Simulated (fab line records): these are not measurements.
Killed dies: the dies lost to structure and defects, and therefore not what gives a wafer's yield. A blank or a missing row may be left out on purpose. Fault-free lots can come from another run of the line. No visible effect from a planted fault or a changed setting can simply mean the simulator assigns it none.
fab line records	flow sky130
record lots=11	wafers=33	last_day=50
route steps=708 shown POLY_GATE@235 LDD_N@244 LDD_P@266 PAD_OPEN@708
lots that met no fault: from a run of the same line without faults
start_h: hours from the record's opening day to when the first of the lot's shown wafers began	wait_h: hours elapsed since this lot's preceding step	" same as the row above	L1.1+2: several wafers, shown together as one row	- either no value or no given start	* or withheld: withheld	< > ~ a bound
route shown NAME@n: names a module that has steps shown in the file, with the first one's number in the route	usual: mean and standard deviation over wafers with no fault	same: alike in all rows	chamber/n: place in a boat	sites: each site's reading	_std_site: their standard deviation	_edge_site: the outer-site mean with the inner-site mean subtracted	radius_mm: for every site, how far away it sits from the centre of the wafer	mask NAME#n: copy n	behind: the tool/chamber that last shaped the wafer	hold: the reason the lot was held/the length of the hold in hours/how it ended	device: names the non-switching transistor (n, p or np)	end of line: the route-end tests of the same wafers	for a step that has no rows: nothing shown but its recipe	killed: the dies lost at the first sort to structure and to defects; this is not the yield of the wafer	map: shows each die of a wafer: x if killed, . if not, _ if none is there
set.NAME: the setting as run; set.NAME@STEP: as run at that earlier step	model.NAME: the simulator's own value behind a step, which no gauge read
steps of the route over a sample of lots; a table a step, a row a wafer
services: the hour from which a tool's chamber was out of use, counted from the record's first day as start_h (under 0 if before that day), plus the number of hours and why
## steps
# step SKY_POLY_GATE_THK_MEAS_21
# recipe reads=SiO2_of_POLY_GATE_OXIDATION_20
# usual POLY_GATE_OXIDATION_THK=3.99/0.089
lot.wafer	tool	chamber	start_h	wait_h	POLY_GATE_OXIDATION_THK[nm]
L591.1	film_metro-02	-	395.63	0.0	3.99
L591.2	"	-	"	"	4.05
L591.6	"	-	"	"	4.00
L592.1	film_metro-03	-	395.73	0.0	4.02
L592.2	"	-	"	"	4.08
L592.5	"	-	"	"	4.00
L595.3	film_metro-03	-	444.96	0.0	3.93
L595.4	"	-	"	"	3.86
L595.5	"	-	"	"	3.92
L598.1	film_metro-03	-	460.09	0.0	4.01
L598.3	"	-	"	"	3.91
L598.6	"	-	"	"	3.97
L605.2	film_metro-02	-	522.16	0.0	3.98
L605.3	"	-	"	"	3.95
L605.4	"	-	"	"	3.99
L604.1	film_metro-02	-	523.36	0.0	3.79
L604.2	"	-	"	"	3.90
L604.5	"	-	"	"	3.80
L606.1	film_metro-01	-	528.26	0.0	3.89
L606.2	"	-	"	"	3.97
L606.5	"	-	"	"	3.92
L607.1	film_metro-02	-	540.80	0.0	4.06
L607.4	"	-	"	"	4.13
L607.5	"	-	"	"	4.03
L609.1	film_metro-01	-	547.14	0.0	4.10
L609.3	"	-	"	"	4.03
L609.4	"	-	"	"	4.12
L610.2	film_metro-03	-	560.90	0.0	4.02
L610.3	"	-	"	"	3.95
L610.4	"	-	"	"	3.83
L612.1	film_metro-03	-	570.95	0.0	3.94
L612.2	"	-	"	"	3.99
L612.5	"	-	"	"	3.90
# step SKY_LDD_N_OVL_MEAS_07
# usual LDD_N_OVL=1.7/1.2
lot.wafer	tool	chamber	start_h	wait_h	LDD_N_OVL[nm]
L591.1	overlay-01	-	426.67	0.1	-0.1
L591.2	"	-	"	"	1.0
L591.6	"	-	"	"	0.6
L592.1	overlay-02	-	426.90	0.1	0.3
L592.2	"	-	"	"	0.2
L592.5	"	-	"	"	-0.2
L595.3	overlay-02	-	474.18	0.1	2.8
L595.4	"	-	"	"	3.0
L595.5	"	-	"	"	1.8
L598.1	overlay-02	-	490.02	0.1	1.5
L598.3	"	-	"	"	1.1
L598.6	"	-	"	"	3.0
L605.2	overlay-01	-	552.37	0.1	5.2
L605.3	"	-	"	"	3.7
L605.4	"	-	"	"	2.0
L604.1	overlay-02	-	552.85	0.1	2.9
L604.2	"	-	"	"	1.1
L604.5	"	-	"	"	0.3
L606.1	overlay-01	-	557.97	0.1	1.5
L606.2	"	-	"	"	1.1
L606.5	"	-	"	"	0.9
L607.1	overlay-02	-	571.05	0.1	0.7
L607.4	"	-	"	"	-0.4
L607.5	"	-	"	"	0.6
L609.1	overlay-01	-	577.00	0.1	2.3
L609.3	"	-	"	"	1.9
L609.4	"	-	"	"	2.9
L610.2	overlay-02	-	590.37	0.1	1.3
L610.3	"	-	"	"	1.4
L610.4	"	-	"	"	1.9
L612.1	overlay-01	-	599.82	0.1	1.2
L612.2	"	-	"	"	1.3
L612.5	"	-	"	"	1.1
# step SKY_LDD_N_IMPLANT_10
# recipe species=As	energy_kev=20	dose_cm2=7.5e+13	tilt_deg=withheld	rotation_deg=203
# usual beam_on_s=10.00/0.19	dose_ions_cm2=7.498e+13/8.8e+10	faraday_current_uA=423/7.8
lot.wafer	tool	chamber	start_h	wait_h	beam_on_s	dose_ions_cm2	faraday_current_uA
L591.1	implanter-04	0	427.01	0.1	9.93	7.503e+13	423
L591.2	"	0	"	"	10.05	7.503e+13	421
L591.6	"	0	"	"	9.98	7.493e+13	424
L592.1	implanter-01	0	427.24	0.1	10.07	7.486e+13	421
L592.2	"	0	"	"	9.86	7.499e+13	426
L592.5	"	0	"	"	9.97	7.5e+13	424
L595.3	implanter-01	0	474.55	0.1	44.59	4.2002e+14	531
L595.4	"	0	"	"	43.87	4.2001e+14	539
L595.5	"	0	"	"	44.57	4.1995e+14	532
L598.1	implanter-01	0	490.35	0.1	45.42	4.2008e+14	522
L598.3	"	0	"	"	44.00	4.2009e+14	537
L598.6	"	0	"	"	44.91	4.2006e+14	524
L605.2	implanter-04	0	552.73	0.1	10.02	7.509e+13	422
L605.3	"	0	"	"	9.78	7.489e+13	433
L605.4	"	0	"	"	10.21	7.514e+13	414
L604.1	implanter-01	0	553.19	0.1	9.93	7.487e+13	427
L604.2	"	0	"	"	9.75	7.487e+13	434
L604.5	"	0	"	"	10.05	7.486e+13	419
L606.1	implanter-01	0	558.31	0.1	10.13	7.483e+13	417
L606.2	"	0	"	"	10.26	7.498e+13	411
L606.5	"	0	"	"	10.19	7.49e+13	417
L607.1	implanter-01	0	571.39	0.1	10.09	7.498e+13	419
L607.4	"	0	"	"	10.24	7.507e+13	413
L607.5	"	0	"	"	10.11	7.504e+13	419
L609.1	implanter-01	0	577.34	0.1	9.97	7.5e+13	424
L609.3	"	0	"	"	9.84	7.502e+13	428
L609.4	"	0	"	"	10.26	7.506e+13	411
L610.2	implanter-04	0	590.73	0.1	9.96	7.501e+13	425
L610.3	"	0	"	"	9.72	7.488e+13	435
L610.4	"	0	"	"	10.28	7.511e+13	410
L612.1	implanter-01	0	600.16	0.1	10.05	7.502e+13	421
L612.2	"	0	"	"	10.31	7.504e+13	412
L612.5	"	0	"	"	9.75	7.494e+13	435
# step SKY_LDD_N_STRIP_16
# recipe chemistry=O2/N2	power_w=1400	pressure_mtorr=1500	platen_temp_c=withheld	o2_flow_sccm=3000	n2_flow_sccm=300	overash_fraction=0.5
# usual drypump_motor_current_A=5.6/0.33	oes_product_au=0.406/0.0047	strip_time_to_endpoint_s=4.310/0.016
lot.wafer	tool	chamber	start_h	wait_h	drypump_motor_current_A	oes_product_au	rf_hours_counter_h	strip_time_to_endpoint_s
L591.1	plasma_asher-01	1	427.91	0.1	5.4	0.407	30	4.277
L591.2	"	0	"	"	4.9	0.414	30	4.295
L591.6	"	0	"	"	5.0	0.409	-	4.314
L592.1	plasma_asher-04	1	428.14	0.1	5.6	0.403	67	4.325
L592.2	"	0	"	"	6.0	0.405	67	4.304
L592.5	"	0	"	"	5.9	0.404	-	4.322
L595.3	plasma_asher-01	0	475.44	0.1	4.9	0.395	-	5.134
L595.4	"	1	"	"	5.4	0.404	-	5.156
L595.5	"	1	"	"	5.4	0.410	-	5.163
L598.1	plasma_asher-04	1	491.25	0.1	5.6	0.404	74	5.161
L598.3	"	0	"	"	6.0	0.404	-	5.150
L598.6	"	1	"	"	5.5	0.404	-	5.140
L605.2	plasma_asher-01	0	553.60	0.1	4.9	0.401	43	4.333
L605.3	"	1	"	"	5.4	0.394	-	4.322
L605.4	"	0	"	"	4.9	0.404	-	4.306
L604.1	plasma_asher-01	1	554.09	0.1	5.4	0.406	44	4.329
L604.2	"	0	"	"	4.9	0.406	44	4.322
L604.5	"	0	"	"	5.0	0.400	-	4.318
L606.1	plasma_asher-02	1	559.21	0.1	5.8	0.404	11	4.343
L606.2	"	0	"	"	5.8	0.405	11	4.323
L606.5	"	0	"	"	5.8	0.406	-	4.316
L607.1	plasma_asher-01	0	572.29	0.1	4.9	0.408	45	4.315
L607.4	"	0	"	"	5.0	0.407	-	4.282
L607.5	"	1	"	"	5.4	0.409	-	4.271
L609.1	plasma_asher-01	1	578.24	0.1	5.4	0.414	46	4.316
L609.3	"	0	"	"	4.9	0.408	-	4.318
L609.4	"	1	"	"	5.4	0.399	-	4.343
L610.2	plasma_asher-02	1	591.60	0.1	5.8	0.394	15	4.300
L610.3	"	0	"	"	5.8	0.405	-	4.293
L610.4	"	1	"	"	5.8	0.404	-	4.296
L612.1	plasma_asher-02	0	601.06	0.1	5.8	0.408	16	4.292
L612.2	"	1	"	"	5.8	0.405	16	4.288
L612.5	"	0	"	"	5.8	0.405	-	4.279
# step SKY_LDD_N_TW_MEAS_17
# usual LDD_N_TW=2612/16
lot.wafer	tool	chamber	start_h	wait_h	hold	LDD_N_TW
L591.1	film_metro-02	-	428.01	0.1	-	2622
L591.2	"	-	"	"	-	2611
L591.6	"	-	"	"	-	2602
L592.1	film_metro-04	-	428.24	0.1	-	2603
L592.2	"	-	"	"	-	2611
L592.5	"	-	"	"	-	2611
L595.3	film_metro-02	-	475.52	0.1	await_dispo/0.2h/release	2922
L595.4	"	-	"	"	await_dispo/0.2h/release	2922
L595.5	"	-	"	"	await_dispo/0.2h/release	2935
L595.3	film_metro-02	-	475.75	0.2	-	2916
L595.4	"	-	"	"	-	2926
L595.5	"	-	"	"	-	2912
L598.1	film_metro-01	-	491.35	0.1	await_dispo/0.2h/release	2914
L598.3	"	-	"	"	await_dispo/0.2h/release	2943
L598.6	"	-	"	"	await_dispo/0.2h/release	2936
L598.1	film_metro-01	-	491.58	0.2	-	2927
L598.3	"	-	"	"	-	2921
L598.6	"	-	"	"	-	2945
L605.2	film_metro-02	-	553.71	0.1	-	2614
L605.3	"	-	"	"	-	2621
L605.4	"	-	"	"	-	2620
L604.1	film_metro-02	-	554.19	0.1	-	2605
L604.2	"	-	"	"	-	2619
L604.5	"	-	"	"	-	2611
L606.1	film_metro-01	-	559.31	0.1	-	2652
L606.2	"	-	"	"	-	2646
L606.5	"	-	"	"	-	2675
L607.1	film_metro-02	-	572.39	0.1	-	2626
L607.4	"	-	"	"	-	2607
L607.5	"	-	"	"	-	2614
L609.1	film_metro-02	-	578.34	0.1	-	2631
L609.3	"	-	"	"	-	2610
L609.4	"	-	"	"	-	2610
L610.2	film_metro-02	-	591.71	0.1	-	2610
L610.3	"	-	"	"	-	2611
L610.4	"	-	"	"	-	2603
L612.1	film_metro-04	-	601.16	0.1	-	2598
L612.2	"	-	"	"	-	2596
L612.5	"	-	"	"	-	2604
# step SKY_LDD_P_TW_MEAS_11
# usual LDD_P_TW=638/5.3
lot.wafer	tool	chamber	start_h	wait_h	LDD_P_TW
L591.1	film_metro-04	-	459.08	0.1	639
L591.2	"	-	"	"	639
L591.6	"	-	"	"	645
L592.1	film_metro-03	-	459.26	0.1	633
L592.2	"	-	"	"	630
L592.5	"	-	"	"	630
L595.3	film_metro-01	-	506.18	0.1	646
L595.4	"	-	"	"	642
L595.5	"	-	"	"	643
L598.1	film_metro-04	-	522.53	0.1	638
L598.3	"	-	"	"	637
L598.6	"	-	"	"	637
L605.2	film_metro-04	-	583.53	0.1	641
L605.3	"	-	"	"	638
L605.4	"	-	"	"	638
L604.1	film_metro-01	-	584.51	0.1	644
L604.2	"	-	"	"	649
L604.5	"	-	"	"	642
L606.1	film_metro-04	-	588.92	0.1	635
L606.2	"	-	"	"	641
L606.5	"	-	"	"	639
L607.1	film_metro-03	-	601.62	0.1	632
L607.4	"	-	"	"	631
L607.5	"	-	"	"	632
L609.1	film_metro-04	-	607.84	0.1	638
L609.3	"	-	"	"	640
L609.4	"	-	"	"	640
L610.2	film_metro-01	-	620.98	0.1	648
L610.3	"	-	"	"	648
L610.4	"	-	"	"	648
L612.1	film_metro-04	-	630.17	0.1	639
L612.2	"	-	"	"	637
L612.5	"	-	"	"	640
# step SKY_PAD_OPEN_PROBE_99
# usual killed_at_M0_to_M3=44/6.5	killed_at_M4_up=3.0/1.5	killed_at_contacts=25/5.1	killed_at_front_end=14/4.1	killed_at_other=0.3/0.57	killed_dies=87/9.5	killed_open=48/6.8	killed_short=39/6.2
# same gross_dies=492	killed_at_back_side=0
lot.wafer	tool	chamber	start_h	wait_h	killed_at_M0_to_M3	killed_at_M4_up	killed_at_contacts	killed_at_front_end	killed_at_other	killed_dies	killed_open	killed_short
L592.1	prober-02	-	1094.33	0.1	41	2	37	13	0	93	46	47
L592.2	prober-02	-	1094.38	0.1	44	2	23	21	0	90	53	37
L592.5	prober-02	-	1094.53	0.2	61	3	18	13	1	96	47	49
L591.1	prober-01	-	1097.15	0.1	53	3	27	20	1	104	54	49
L591.2	prober-01	-	1097.20	0.1	53	4	22	12	0	91	58	33
L591.6	prober-01	-	1097.40	0.2	31	3	25	15	1	75	43	32
L595.3	prober-01	-	1122.47	0.2	42	3	24	22	0	91	56	35
L595.4	prober-01	-	1122.52	0.2	50	3	25	14	1	93	47	45
L595.5	prober-01	-	1122.57	0.2	60	6	28	20	0	114	56	57
L598.1	prober-01	-	1136.53	0.1	34	2	26	11	0	73	36	37
L598.3	prober-01	-	1136.63	0.2	46	6	17	10	1	80	43	37
L598.6	prober-01	-	1136.78	0.2	44	2	25	15	0	86	45	41
L605.2	prober-01	-	1178.28	0.1	44	3	34	19	1	101	61	39
L605.3	prober-01	-	1178.33	0.2	53	3	20	15	1	92	57	34
L605.4	prober-01	-	1178.38	0.2	33	1	32	12	0	78	46	32
L604.1	prober-02	-	1178.88	0.1	46	3	25	19	1	94	46	48
L604.2	prober-02	-	1178.93	0.1	50	1	25	14	1	91	58	33
L604.5	prober-02	-	1179.08	0.2	48	3	25	25	1	102	56	45
L606.1	prober-01	-	1179.73	0.1	41	1	21	11	0	74	36	38
L606.2	prober-01	-	1179.78	0.1	39	1	27	15	1	83	45	36
L606.5	prober-01	-	1179.93	0.2	40	2	29	23	0	94	48	46
L607.1	prober-01	-	1186.11	0.1	36	4	22	16	2	80	39	41
L607.4	prober-01	-	1186.26	0.2	50	4	28	12	0	94	48	46
L607.5	prober-01	-	1186.31	0.2	38	4	29	12	0	83	41	42
L609.1	prober-02	-	1186.51	0.1	37	2	28	13	0	80	43	37
L609.3	prober-02	-	1186.61	0.2	49	3	26	8	0	86	51	35
L609.4	prober-02	-	1186.66	0.2	49	2	25	6	0	82	48	34
L610.2	prober-02	-	1196.67	0.1	46	3	23	11	0	83	40	43
L610.3	prober-02	-	1196.72	0.2	33	1	12	13	0	59	31	28
L610.4	prober-02	-	1196.77	0.2	43	3	21	14	0	81	47	34
L612.1	prober-01	-	1200.10	0.1	44	2	28	19	0	93	49	44
L612.2	prober-01	-	1200.15	0.1	41	2	26	17	0	86	49	37
L612.5	prober-01	-	1200.30	0.2	39	4	20	11	0	74	40	34
# killed by level:class
L592.1 CONTACT:geometric_particle:open=14 VIA1:geometric_particle:open=10 LOCAL_INTERCONNECT:geometric_particle:short=9 METAL2:geometric_particle:short=9 VIA3:geometric_particle:open=7 LI_CONTACT:geometric_particle:open=6 CONTACT:geometric_particle:short=6 METAL1:geometric_particle:short=6
L592.2 POLY_GATE:geometric_particle:open=9 METAL2:geometric_particle:short=9 VIA3:geometric_particle:open=8 CONTACT:geometric_particle:open=7 VIA1:geometric_particle:open=6 LI_CONTACT:geometric_particle:open=5 CONTACT:geometric_particle:short=5 VIA2:geometric_particle:open=5
L592.5 VIA1:geometric_particle:open=10 VIA2:geometric_particle:open=10 METAL1:geometric_particle:short=9 VIA3:geometric_particle:open=8 METAL2:geometric_particle:short=6 POLY_GATE:geometric_particle:short=5 VIA3:geometric_particle:short=5 POLY_GATE:geometric_particle:open=4
L591.1 CONTACT:geometric_particle:open=14 VIA1:geometric_particle:open=9 VIA2:geometric_particle:open=9 FIELD_ISO:geometric_particle:short=8 FIELD_ISO:geometric_particle:open=7 METAL1:geometric_particle:short=6 VIA1:geometric_particle:short=6 METAL2:geometric_particle:short=6
L591.2 VIA1:geometric_particle:open=20 CONTACT:geometric_particle:open=9 VIA2:geometric_particle:open=8 LI_CONTACT:geometric_particle:open=6 METAL1:geometric_particle:short=5 FIELD_ISO:geometric_particle:short=4 VIA3:geometric_particle:open=4 VIA2:geometric_particle:short=4
L591.6 CONTACT:geometric_particle:open=10 LI_CONTACT:geometric_particle:open=5 VIA1:geometric_particle:open=5 FIELD_ISO:geometric_particle:short=4 POLY_GATE:geometric_particle:open=4 VIA2:geometric_particle:open=4 CONTACT:geometric_particle:short=4 VIA1:geometric_particle:short=4
L595.3 VIA1:geometric_particle:short=8 VIA1:geometric_particle:open=8 VIA2:geometric_particle:open=8 FIELD_ISO:geometric_particle:open=7 LI_CONTACT:geometric_particle:open=7 CONTACT:geometric_particle:open=7 POLY_GATE:geometric_particle:open=5 VIA3:geometric_particle:open=5
L595.4 VIA3:geometric_particle:open=9 CONTACT:geometric_particle:open=9 METAL1:geometric_particle:short=9 VIA1:geometric_particle:open=9 CONTACT:geometric_particle:short=7 LI_CONTACT:geometric_particle:open=5 VIA2:geometric_particle:open=5 VIA2:geometric_particle:short=5
L595.5 VIA2:geometric_particle:open=10 CONTACT:geometric_particle:open=8 VIA3:geometric_particle:open=8 LI_CONTACT:geometric_particle:open=7 CONTACT:geometric_particle:short=7 VIA1:geometric_particle:short=7 VIA1:geometric_particle:open=7 METAL2:geometric_particle:short=7
L598.1 LI_CONTACT:geometric_particle:open=8 LOCAL_INTERCONNECT:geometric_particle:short=7 METAL1:geometric_particle:short=7 CONTACT:geometric_particle:open=6 VIA1:geometric_particle:open=6 VIA2:geometric_particle:short=5 POLY_GATE:geometric_particle:open=4 CONTACT:geometric_particle:short=4
L598.3 VIA2:geometric_particle:open=11 VIA1:geometric_particle:open=9 METAL1:geometric_particle:short=7 METAL2:geometric_particle:short=6 CONTACT:geometric_particle:short=5 VIA1:geometric_particle:short=5 CONTACT:geometric_particle:open=4 FIELD_ISO:geometric_particle:short=3
L598.6 VIA2:geometric_particle:open=10 VIA1:geometric_particle:open=9 LI_CONTACT:geometric_particle:open=7 CONTACT:geometric_particle:open=6 METAL1:geometric_particle:short=6 VIA1:geometric_particle:short=5 VIA3:geometric_particle:open=5 LI_CONTACT:geometric_particle:short=4
L605.2 CONTACT:geometric_particle:open=14 VIA3:geometric_particle:open=11 VIA1:geometric_particle:open=9 VIA2:geometric_particle:open=7 LI_CONTACT:geometric_particle:open=5 CONTACT:geometric_particle:short=5 POLY_GATE:geometric_particle:short=4 POLY_GATE:geometric_particle:open=4
L605.3 VIA1:geometric_particle:open=13 VIA2:geometric_particle:open=10 CONTACT:geometric_particle:open=8 VIA3:geometric_particle:open=8 VIA1:geometric_particle:short=5 LI_CONTACT:geometric_particle:open=4 CONTACT:geometric_particle:short=4 METAL1:geometric_particle:short=4
L605.4 VIA1:geometric_particle:open=14 CONTACT:geometric_particle:open=12 LI_CONTACT:geometric_particle:open=8 METAL2:geometric_particle:short=6 LI_CONTACT:geometric_particle:short=5 POLY_GATE:geometric_particle:short=4 VIA1:geometric_particle:short=4 FIELD_ISO:geometric_particle:short=3
L604.1 VIA1:geometric_particle:open=11 METAL1:geometric_particle:short=10 CONTACT:geometric_particle:open=9 LI_CONTACT:geometric_particle:open=6 CONTACT:geometric_particle:short=6 VIA3:geometric_particle:open=6 FIELD_ISO:geometric_particle:open=5 FIELD_ISO:geometric_particle:short=5
L604.2 VIA1:geometric_particle:open=15 VIA2:geometric_particle:open=11 LI_CONTACT:geometric_particle:open=10 FIELD_ISO:geometric_particle:open=6 METAL2:geometric_particle:short=5 CONTACT:geometric_particle:open=5 VIA3:geometric_particle:open=4 CONTACT:geometric_particle:short=4
L604.5 VIA1:geometric_particle:open=16 CONTACT:geometric_particle:open=8 FIELD_ISO:geometric_particle:open=7 LI_CONTACT:geometric_particle:open=7 VIA2:geometric_particle:open=7 FIELD_ISO:geometric_particle:short=6 METAL2:geometric_particle:short=6 POLY_GATE:geometric_particle:short=6
L606.1 LI_CONTACT:geometric_particle:open=7 METAL1:geometric_particle:short=7 VIA1:geometric_particle:open=7 VIA3:geometric_particle:open=6 CONTACT:geometric_particle:open=5 LOCAL_INTERCONNECT:geometric_particle:short=5 VIA2:geometric_particle:open=5 FIELD_ISO:geometric_particle:short=4
L606.2 LI_CONTACT:geometric_particle:open=8 CONTACT:geometric_particle:open=8 VIA3:geometric_particle:open=7 VIA2:geometric_particle:open=6 FIELD_ISO:geometric_particle:short=5 METAL1:geometric_particle:short=5 VIA1:geometric_particle:open=5 LI_CONTACT:geometric_particle:short=4
L606.5 CONTACT:geometric_particle:open=10 VIA1:geometric_particle:open=9 POLY_GATE:geometric_particle:open=6 LI_CONTACT:geometric_particle:open=6 METAL1:geometric_particle:short=6 VIA1:geometric_particle:short=6 METAL2:geometric_particle:short=6 FIELD_ISO:geometric_particle:open=5
L607.1 VIA1:geometric_particle:open=9 LOCAL_INTERCONNECT:geometric_particle:short=6 CONTACT:geometric_particle:open=6 CONTACT:geometric_particle:short=5 VIA3:geometric_particle:open=5 FIELD_ISO:geometric_particle:open=4 LI_CONTACT:geometric_particle:open=4 METAL2:geometric_particle:short=4
L607.4 VIA1:geometric_particle:open=10 METAL1:geometric_particle:short=9 VIA2:geometric_particle:open=9 CONTACT:geometric_particle:short=7 CONTACT:geometric_particle:open=7 VIA3:geometric_particle:open=7 LI_CONTACT:geometric_particle:short=5 FIELD_ISO:geometric_particle:short=4
L607.5 VIA2:geometric_particle:open=10 VIA1:geometric_particle:open=10 CONTACT:geometric_particle:short=9 LI_CONTACT:geometric_particle:open=5 LI_CONTACT:geometric_particle:short=5 LOCAL_INTERCONNECT:geometric_particle:short=5 CONTACT:geometric_particle:open=5 VIA1:geometric_particle:short=5
L609.1 CONTACT:geometric_particle:open=12 VIA3:geometric_particle:open=8 METAL1:geometric_particle:short=7 VIA1:geometric_particle:open=7 LI_CONTACT:geometric_particle:open=5 VIA1:geometric_particle:short=5 VIA2:geometric_particle:open=5 FIELD_ISO:geometric_particle:short=4
L609.3 VIA1:geometric_particle:open=14 CONTACT:geometric_particle:open=14 METAL1:geometric_particle:short=7 VIA3:geometric_particle:open=7 VIA2:geometric_particle:open=6 LI_CONTACT:geometric_particle:open=5 METAL2:geometric_particle:short=4 VIA3:geometric_particle:short=4
L609.4 VIA1:geometric_particle:open=13 VIA3:geometric_particle:open=12 LI_CONTACT:geometric_particle:open=9 CONTACT:geometric_particle:open=8 CONTACT:geometric_particle:short=4 METAL2:geometric_particle:short=4 METAL3:geometric_particle:short=4 VIA3:geometric_particle:short=4
L610.2 VIA3:geometric_particle:open=12 CONTACT:geometric_particle:open=9 VIA1:geometric_particle:open=7 FIELD_ISO:geometric_particle:short=6 CONTACT:geometric_particle:short=6 METAL1:geometric_particle:short=5 VIA1:geometric_particle:short=5 VIA3:geometric_particle:short=5
L610.3 CONTACT:geometric_particle:open=6 FIELD_ISO:geometric_particle:short=5 VIA2:geometric_particle:open=5 VIA2:geometric_particle:short=4 METAL1:geometric_particle:open=4 VIA1:geometric_particle:open=4 METAL1:geometric_particle:short=4 METAL2:geometric_particle:short=4
L610.4 VIA1:geometric_particle:open=9 VIA2:geometric_particle:open=8 VIA3:geometric_particle:open=8 LI_CONTACT:geometric_particle:open=7 CONTACT:geometric_particle:short=6 FIELD_ISO:geometric_particle:open=5 CONTACT:geometric_particle:open=5 METAL1:geometric_particle:short=5
L612.1 VIA1:geometric_particle:open=12 CONTACT:geometric_particle:open=11 VIA3:geometric_particle:open=10 LI_CONTACT:geometric_particle:open=9 FIELD_ISO:geometric_particle:short=6 POLY_GATE:geometric_particle:short=6 METAL1:geometric_particle:short=6 VIA1:geometric_particle:short=5
L612.2 VIA1:geometric_particle:open=14 LI_CONTACT:geometric_particle:open=10 CONTACT:geometric_particle:open=8 FIELD_ISO:geometric_particle:short=7 CONTACT:geometric_particle:short=5 METAL2:geometric_particle:short=5 VIA3:geometric_particle:open=5 VIA1:geometric_particle:short=4
L612.5 VIA1:geometric_particle:open=15 VIA1:geometric_particle:short=6 CONTACT:geometric_particle:open=5 LI_CONTACT:geometric_particle:open=4 LOCAL_INTERCONNECT:geometric_particle:short=4 CONTACT:geometric_particle:short=4 METAL1:geometric_particle:short=4 VIA3:geometric_particle:open=4
## services
tool	chamber	start_h	hours	kind
plasma_asher-02	-	421.25	9.0	pm
plasma_asher-02	0	421.25	9.0	vent_cycle
plasma_asher-02	1	421.25	9.0	vent_cycle
plasma_asher-02	0	430.25	-	clean
plasma_asher-02	1	430.25	-	clean
plasma_asher-02	-	433.46	14.6	pm
implanter-01	-	434.77	2.7	repair
implanter-04	-	444.32	5.5	repair
implanter-04	-	465.30	0.7	repair
implanter-04	-	471.62	1.3	repair
plasma_asher-04	-	476.09	2.2	repair
implanter-04	-	523.48	4.8	repair
implanter-01	-	548.72	3.2	repair
implanter-01	-	554.64	0.9	repair
implanter-01	-	566.78	1.1	repair
implanter-04	-	569.66	3.0	pm
implanter-01	-	590.88	2.7	repair
## key
first_sign step=SKY_LDD_N_IMPLANT_10	reading=dose_ions_cm2	direction=up	sigmas=99+	usual=*	struck=*
effect step=SKY_LDD_N_IMPLANT_10	reading=beam_on_s	direction=up	sigmas=99+	usual=10.00	struck=44.56
effect step=SKY_LDD_N_STRIP_16	reading=strip_time_to_endpoint_s	direction=up	sigmas=52	usual=*	struck=*
effect step=SKY_LDD_N_TW_MEAS_17	reading=visit	direction=added
effect step=SKY_LDD_N_TW_MEAS_17	reading=LDD_N_TW	direction=up	sigmas=20	usual=2612	struck=2929
met_at SKY_LDD_N_IMPLANT_10
struck_lots L595,L598
tester_left_out L595,L598
not_acting_at SKY_POLY_GATE_THK_MEAS_21,SKY_LDD_N_OVL_MEAS_07,SKY_LDD_P_TW_MEAS_11
onset_between 427.24 474.55
fault kind=process_parameter_drift	tool=implanter-01	chamber=-	onset_h=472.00	steps=SKY_LDD_N_IMPLANT_10	channel=dose_cm2	offset=*	shape=step	end_h=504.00	acts_in=*	stated=*
# tester_left_out: of these lots the tester's yield and bins aren't shown, on N5 and GAA mostly nor the transistor test; their killed dies are dies lost to structure and defects alone, not to doping, threshold or leakage, so they don't give the yield
